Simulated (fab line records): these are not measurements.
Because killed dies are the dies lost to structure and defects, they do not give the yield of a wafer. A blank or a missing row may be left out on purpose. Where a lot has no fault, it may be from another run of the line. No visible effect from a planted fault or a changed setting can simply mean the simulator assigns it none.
fab line records | flow sky130
record: lots: 13 | wafers: 39 | last_day: 50
route steps=708 shown LDD_N@254 LDD_HVP@285 POLY_CUT@316 SD_P@326 PAD_OPEN@708
lots with no fault: from the same line, run without faults
start_h: start of the lot's first displayed wafer, in hours after the record's first day | wait_h: hours elapsed since this lot's preceding step | " identical to the entry in the row above | L1.1+2: one row covering several wafers at once | - no value, or no start was given | * or withheld: withheld | < > ~ a bound
route shown NAME@n: NAME is a module with steps in the file, n the number in the route of the first one | usual: mean/standard deviation taken from wafers without a fault | same: alike in all rows | chamber/n: place in a boat | sites: the reading at each site | _std_site: their standard deviation | _edge_site: inner sites' mean taken away from outer sites' mean | radius_mm: how far each site lies from the wafer's centre | mask NAME#n: copy n | behind: tool/chamber where the wafer was last shaped | hold: why the lot went on hold/how many hours it stayed there/how the hold came to an end | device: transistor that didn't switch, given as n, p or np | end of line: at the end of the route, the tests of the same wafers | a step given without rows: its recipe and nothing more | killed: dies lost to structure and defects at the first sort, not the wafer's yield | map: dies across one wafer; x = killed, . = not, _ = none there
set.NAME: setting as actually run; set.NAME@STEP: the setting as run at that earlier step | model.NAME: the simulator's own value behind a step, which no gauge read
route steps across a sampled set of lots; one table per step, one row per wafer
== steps ==
step: SKY_LDD_N_TW_MEAS_17
usual: LDD_N_TW: 2593/19
lot.wafer | tool          | chamber | start_h | wait_h | LDD_N_TW
L990.2    | film_metro-03 | -       | 408.44  | 0.1    | 2573
L990.4    | "             | -       | "       | "      | 2583
L990.6    | "             | -       | "       | "      | 2581
L992.1    | film_metro-02 | -       | 436.28  | 0.1    | 2589
L992.5    | "             | -       | "       | "      | 2592
L992.6    | "             | -       | "       | "      | 2590
L993.1    | film_metro-02 | -       | 439.13  | 0.1    | 2585
L993.2    | "             | -       | "       | "      | 2577
L993.6    | "             | -       | "       | "      | 2597
L995.3    | film_metro-01 | -       | 462.85  | 0.1    | 2620
L995.4    | "             | -       | "       | "      | 2621
L995.5    | "             | -       | "       | "      | 2623
L996.1    | film_metro-03 | -       | 463.13  | 0.1    | 2566
L996.4    | "             | -       | "       | "      | 2574
L996.5    | "             | -       | "       | "      | 2560
L997.2    | film_metro-02 | -       | 472.04  | 0.1    | 2572
L997.3    | "             | -       | "       | "      | 2602
L997.6    | "             | -       | "       | "      | 2577
L998.3    | film_metro-02 | -       | 487.05  | 0.1    | 2590
L998.5    | "             | -       | "       | "      | 2601
L998.6    | "             | -       | "       | "      | 2591
L999.1    | film_metro-01 | -       | 497.88  | 0.1    | 2630
L999.5    | "             | -       | "       | "      | 2611
L999.6    | "             | -       | "       | "      | 2630
L100.1    | film_metro-02 | -       | 502.78  | 0.1    | 2591
L100.3    | "             | -       | "       | "      | 2602
L100.4    | "             | -       | "       | "      | 2589
L101.1    | film_metro-03 | -       | 514.73  | 0.1    | 2582
L101.3    | "             | -       | "       | "      | 2585
L101.5    | "             | -       | "       | "      | 2591
L102.3    | film_metro-01 | -       | 516.95  | 0.1    | 2611
L102.5    | "             | -       | "       | "      | 2593
L102.6    | "             | -       | "       | "      | 2611
L105.1    | film_metro-03 | -       | 535.48  | 0.1    | 2569
L105.3    | "             | -       | "       | "      | 2585
L105.5    | "             | -       | "       | "      | 2571
L113.1    | film_metro-02 | -       | 602.58  | 0.1    | 2570
L113.4    | "             | -       | "       | "      | 2579
L113.6    | "             | -       | "       | "      | 2582
step: SKY_LDD_HVP_OVL_MEAS_07
usual: LDD_HVP_OVL: -1.4/1.9
lot.wafer | tool       | chamber | start_h | wait_h | LDD_HVP_OVL[nm]
L990.2    | overlay-01 | -       | 500.35  | 0.1    | -2.2
L990.4    | "          | -       | "       | "      | -1.2
L990.6    | "          | -       | "       | "      | -1.5
L992.1    | overlay-02 | -       | 529.49  | 0.1    | -4.2
L992.5    | "          | -       | "       | "      | -3.2
L992.6    | "          | -       | "       | "      | -1.8
L993.1    | overlay-02 | -       | 532.11  | 0.1    | -1.2
L993.2    | "          | -       | "       | "      | -4.1
L993.6    | "          | -       | "       | "      | -1.9
L995.3    | overlay-02 | -       | 554.10  | 0.1    | -0.8
L995.4    | "          | -       | "       | "      | 1.0
L995.5    | "          | -       | "       | "      | -0.8
L996.1    | overlay-02 | -       | 554.66  | 0.1    | 0.7
L996.4    | "          | -       | "       | "      | 0.9
L996.5    | "          | -       | "       | "      | 1.6
L997.2    | overlay-01 | -       | 563.93  | 0.1    | -4.5
L997.3    | "          | -       | "       | "      | -3.0
L997.6    | "          | -       | "       | "      | -3.2
L998.3    | overlay-01 | -       | 577.72  | 0.1    | -2.3
L998.5    | "          | -       | "       | "      | -4.2
L998.6    | "          | -       | "       | "      | -3.9
L999.1    | overlay-01 | -       | 587.16  | 0.1    | -2.4
L999.5    | "          | -       | "       | "      | -2.1
L999.6    | "          | -       | "       | "      | -1.6
L100.1    | overlay-02 | -       | 592.34  | 0.1    | 0.0
L100.3    | "          | -       | "       | "      | -1.3
L100.4    | "          | -       | "       | "      | -2.9
L101.1    | overlay-02 | -       | 603.70  | 0.1    | -3.1
L101.3    | "          | -       | "       | "      | -3.1
L101.5    | "          | -       | "       | "      | -0.9
L102.3    | overlay-01 | -       | 605.47  | 0.1    | -2.9
L102.5    | "          | -       | "       | "      | -2.8
L102.6    | "          | -       | "       | "      | -2.8
L105.1    | overlay-01 | -       | 623.61  | 0.1    | -4.1
L105.3    | "          | -       | "       | "      | -4.5
L105.5    | "          | -       | "       | "      | -4.4
L113.1    | overlay-01 | -       | 687.74  | 0.1    | 1.3
L113.4    | "          | -       | "       | "      | 1.6
L113.6    | "          | -       | "       | "      | 1.1
step: SKY_POLY_CUT_OVL_MEAS_09
usual: POLY_CUT_OVL: -5/5.7
lot.wafer | tool       | chamber | start_h | wait_h | POLY_CUT_OVL[nm]
L990.2    | overlay-01 | -       | 564.18  | 0.1    | 0
L990.4    | "          | -       | "       | "      | 6
L990.6    | "          | -       | "       | "      | 2
L992.1    | overlay-01 | -       | 590.83  | 0.1    | 0
L992.5    | "          | -       | "       | "      | -6
L992.6    | "          | -       | "       | "      | -6
L993.1    | overlay-01 | -       | 592.81  | 0.1    | -1
L993.2    | "          | -       | "       | "      | -8
L993.6    | "          | -       | "       | "      | -3
L995.3    | overlay-02 | -       | 614.69  | 0.1    | -6
L995.4    | "          | -       | "       | "      | 1
L995.5    | "          | -       | "       | "      | 2
L996.1    | overlay-01 | -       | 615.86  | 0.1    | -9
L996.4    | "          | -       | "       | "      | -14
L996.5    | "          | -       | "       | "      | -15
L997.2    | overlay-02 | -       | 623.43  | 0.1    | -8
L997.3    | "          | -       | "       | "      | -5
L997.6    | "          | -       | "       | "      | -11
L998.3    | overlay-02 | -       | 637.62  | 0.1    | -12
L998.5    | "          | -       | "       | "      | -10
L998.6    | "          | -       | "       | "      | -16
L999.1    | overlay-02 | -       | 647.83  | 0.1    | -4
L999.5    | "          | -       | "       | "      | -3
L999.6    | "          | -       | "       | "      | -3
L100.1    | overlay-02 | -       | 653.98  | 0.1    | -11
L100.3    | "          | -       | "       | "      | -12
L100.4    | "          | -       | "       | "      | -12
L101.1    | overlay-02 | -       | 664.76  | 0.1    | -7
L101.3    | "          | -       | "       | "      | -7
L101.5    | "          | -       | "       | "      | -7
L102.3    | overlay-01 | -       | 666.17  | 0.1    | 3
L102.5    | "          | -       | "       | "      | 7
L102.6    | "          | -       | "       | "      | 5
L105.1    | overlay-02 | -       | 683.66  | 0.1    | -1
L105.3    | "          | -       | "       | "      | -2
L105.5    | "          | -       | "       | "      | 0
L113.1    | overlay-01 | -       | 746.06  | 0.1    | -13
L113.4    | "          | -       | "       | "      | -6
L113.6    | "          | -       | "       | "      | -10
step: SKY_SD_P_DEVELOP_06
recipe: resist: NOVOLAK | developer: TMAH | develop_time_s: 60 | dev_temp_c: 23
lot.wafer  | tool           | chamber | start_h | wait_h
L990.2+4+6 | litho_track-02 | 0       | 593.23  | 0.1
L992.1+5+6 | litho_track-04 | 0       | 620.09  | 0.1
L993.1+2+6 | litho_track-02 | 0       | 622.01  | 0.1
L995.3+4+5 | litho_track-02 | 0       | 643.26  | 0.1
L996.1+4+5 | litho_track-03 | 0       | 644.55  | 0.1
L997.2+3+6 | litho_track-04 | 0       | 651.92  | 0.1
L998.3+5+6 | litho_track-04 | 0       | 666.34  | 0.1
L999.1+5+6 | litho_track-03 | 0       | 676.05  | 0.1
L100.1+3+4 | litho_track-02 | 0       | 682.41  | 0.1
L101.1+3+5 | litho_track-03 | 0       | 692.65  | 0.1
L102.3+5+6 | litho_track-02 | 0       | 694.21  | 0.1
L105.1+3+5 | litho_track-02 | 0       | 711.81  | 0.1
L113.1+4+6 | litho_track-02 | 0       | 772.51  | 0.1
step: SKY_SD_P_CD_MEAS_07
recipe: target_cd_nm: 380
usual: cd_nm: 380.1/2.1
lot.wafer | tool      | chamber | start_h | wait_h | cd_nm
L990.2    | cd_sem-02 | -       | 593.38  | 0.1    | 376.7
L990.4    | "         | -       | "       | "      | 376.6
L990.6    | "         | -       | "       | "      | 377.4
L992.1    | cd_sem-01 | -       | 620.24  | 0.1    | 381.1
L992.5    | "         | -       | "       | "      | 381.2
L992.6    | "         | -       | "       | "      | 380.5
L993.1    | cd_sem-01 | -       | 622.16  | 0.1    | 380.9
L993.2    | "         | -       | "       | "      | 378.6
L993.6    | "         | -       | "       | "      | 376.9
L995.3    | cd_sem-01 | -       | 643.40  | 0.1    | 380.3
L995.4    | "         | -       | "       | "      | 380.8
L995.5    | "         | -       | "       | "      | 379.2
L996.1    | cd_sem-01 | -       | 644.70  | 0.1    | 379.0
L996.4    | "         | -       | "       | "      | 380.4
L996.5    | "         | -       | "       | "      | 379.1
L997.2    | cd_sem-01 | -       | 652.06  | 0.1    | 377.9
L997.3    | "         | -       | "       | "      | 379.5
L997.6    | "         | -       | "       | "      | 382.3
L998.3    | cd_sem-01 | -       | 666.48  | 0.1    | 379.7
L998.5    | "         | -       | "       | "      | 378.9
L998.6    | "         | -       | "       | "      | 381.8
L999.1    | cd_sem-02 | -       | 676.20  | 0.1    | 381.3
L999.5    | "         | -       | "       | "      | 379.3
L999.6    | "         | -       | "       | "      | 377.6
L100.1    | cd_sem-01 | -       | 682.56  | 0.1    | 380.0
L100.3    | "         | -       | "       | "      | 380.3
L100.4    | "         | -       | "       | "      | 383.5
L101.1    | cd_sem-02 | -       | 692.80  | 0.1    | 378.2
L101.3    | "         | -       | "       | "      | 380.5
L101.5    | "         | -       | "       | "      | 377.4
L102.3    | cd_sem-01 | -       | 694.35  | 0.1    | 376.8
L102.5    | "         | -       | "       | "      | 379.4
L102.6    | "         | -       | "       | "      | 377.5
L105.1    | cd_sem-01 | -       | 711.96  | 0.1    | 294.2
L105.3    | "         | -       | "       | "      | 382.0
L105.5    | "         | -       | "       | "      | 291.6
L113.1    | cd_sem-02 | -       | 772.66  | 0.1    | 380.4
L113.4    | "         | -       | "       | "      | 380.5
L113.6    | "         | -       | "       | "      | 382.5
step: SKY_PAD_OPEN_PROBE_99
usual: killed_at_M0_to_M3: 45/6.9 | killed_at_M4_up: 3.1/1.7 | killed_at_contacts: 24/5.7 | killed_at_front_end: 15/4.6 | killed_at_other: 0.3/0.57 | killed_dies: 87/10 | killed_open: 48/7.4 | killed_short: 39/6.7
same: gross_dies: 492 | killed_at_back_side: 0
lot.wafer | tool      | chamber | start_h | wait_h | killed_at_M0_to_M3 | killed_at_M4_up | killed_at_contacts | killed_at_front_end | killed_at_other | killed_dies | killed_open | killed_short
L995.3    | prober-01 | -       | 1115.46 | 0.2    | 54                 | 8               | 28                 | 19                  | 0               | 109         | 52          | 57
L995.5    | prober-01 | -       | 1115.56 | 0.2    | 59                 | 2               | 24                 | 18                  | 0               | 103         | 58          | 45
L996.4    | prober-01 | -       | 1118.92 | 0.2    | 54                 | 4               | 17                 | 16                  | 0               | 91          | 56          | 35
L999.1    | prober-02 | -       | 1139.85 | 0.1    | 41                 | 4               | 25                 | 8                   | 0               | 78          | 46          | 32
L999.5    | prober-02 | -       | 1140.05 | 0.2    | 34                 | 5               | 25                 | 15                  | 0               | 79          | 44          | 35
L999.6    | prober-02 | -       | 1140.10 | 0.2    | 48                 | 2               | 20                 | 17                  | 0               | 87          | 48          | 39
L101.1    | prober-02 | -       | 1153.16 | 0.1    | 32                 | 2               | 17                 | 28                  | 0               | 79          | 46          | 33
L101.3    | prober-02 | -       | 1153.26 | 0.2    | 44                 | 3               | 20                 | 26                  | 0               | 93          | 56          | 37
L101.5    | prober-02 | -       | 1153.36 | 0.2    | 33                 | 4               | 21                 | 15                  | 0               | 73          | 37          | 36
killed by level:class
L995.3 METAL1:geometric_particle:short=10 VIA1:geometric_particle:open=10 CONTACT:geometric_particle:open=9 VIA3:geometric_particle:open=8 FIELD_ISO:geometric_particle:short=7 LI_CONTACT:geometric_particle:open=7 VIA2:geometric_particle:open=7 METAL4:geometric_particle:short=6
L995.5 CONTACT:geometric_particle:open=13 VIA1:geometric_particle:open=12 METAL2:geometric_particle:short=9 METAL1:geometric_particle:short=9 VIA3:geometric_particle:open=7 VIA1:geometric_particle:short=7 POLY_GATE:geometric_particle:open=6 LI_CONTACT:geometric_particle:open=4
L996.4 VIA2:geometric_particle:open=13 VIA3:geometric_particle:open=11 VIA1:geometric_particle:open=10 CONTACT:geometric_particle:open=7 CONTACT:geometric_particle:short=6 METAL2:geometric_particle:short=6 POLY_GATE:geometric_particle:open=4 VIA1:geometric_particle:short=4
L999.1 VIA1:geometric_particle:open=13 CONTACT:geometric_particle:open=8 CONTACT:geometric_particle:short=6 VIA1:geometric_particle:short=6 METAL2:geometric_particle:short=6 VIA2:geometric_particle:open=6 LI_CONTACT:geometric_particle:open=5 LOCAL_INTERCONNECT:geometric_particle:short=5
L999.5 FIELD_ISO:geometric_particle:open=7 LI_CONTACT:geometric_particle:open=7 VIA1:geometric_particle:open=6 CONTACT:geometric_particle:open=6 METAL2:geometric_particle:short=6 VIA1:geometric_particle:short=5 VIA2:geometric_particle:open=5 LI_CONTACT:geometric_particle:short=4
L999.6 VIA1:geometric_particle:open=11 METAL1:geometric_particle:short=7 VIA3:geometric_particle:open=7 LI_CONTACT:geometric_particle:open=6 CONTACT:geometric_particle:open=6 FIELD_ISO:geometric_particle:short=5 FIELD_ISO:geometric_particle:open=5 METAL2:geometric_particle:short=5
L101.1 POLY_GATE:geometric_particle:open=10 POLY_GATE:geometric_particle:short=8 VIA1:geometric_particle:open=8 FIELD_ISO:geometric_particle:open=5 METAL1:geometric_particle:short=5 FIELD_ISO:geometric_particle:short=4 LI_CONTACT:geometric_particle:open=4 CONTACT:geometric_particle:open=4
L101.3 VIA2:geometric_particle:open=11 CONTACT:geometric_particle:open=10 VIA1:geometric_particle:open=8 POLY_GATE:geometric_particle:open=7 VIA3:geometric_particle:open=6 METAL2:geometric_particle:short=5 VIA3:geometric_particle:short=5 POLY_GATE:geometric_particle:short=4
L101.5 CONTACT:geometric_particle:open=9 VIA2:geometric_particle:open=8 LI_CONTACT:geometric_particle:open=6 VIA1:geometric_particle:short=5 VIA1:geometric_particle:open=5 FIELD_ISO:geometric_particle:short=4 LOCAL_INTERCONNECT:geometric_particle:short=4 METAL4:geometric_particle:short=4
== key ==
first_sign: step: SKY_SD_P_CD_MEAS_07 | reading: cd_nm | direction: down | sigmas: 41 | usual: 380.1 | struck: 292.9
effect none on later readings
met_at SKY_SD_P_DEVELOP_06
struck_lots L105
struck_wafers L105.1,L105.5
tester_left_out L105
not_acting_at SKY_LDD_N_TW_MEAS_17,SKY_LDD_HVP_OVL_MEAS_07,SKY_POLY_CUT_OVL_MEAS_09
onset_between 694.21 711.81
fault: kind: process_parameter_drift | tool: litho_track-02 | chamber: - | onset_h: 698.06 | steps: SKY_SD_P_DEVELOP_06 | channel: develop_time_s | offset: * | shape: step | end_h: 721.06 | scope: struck_wafers_only | acts_in: * | stated: *
tester_left_out: of these lots the tester's yield and bins aren't shown, on N5 and GAA mostly nor the transistor test; their killed dies are dies lost to structure and defects alone, not to doping, threshold or leakage, so they don't give the yield
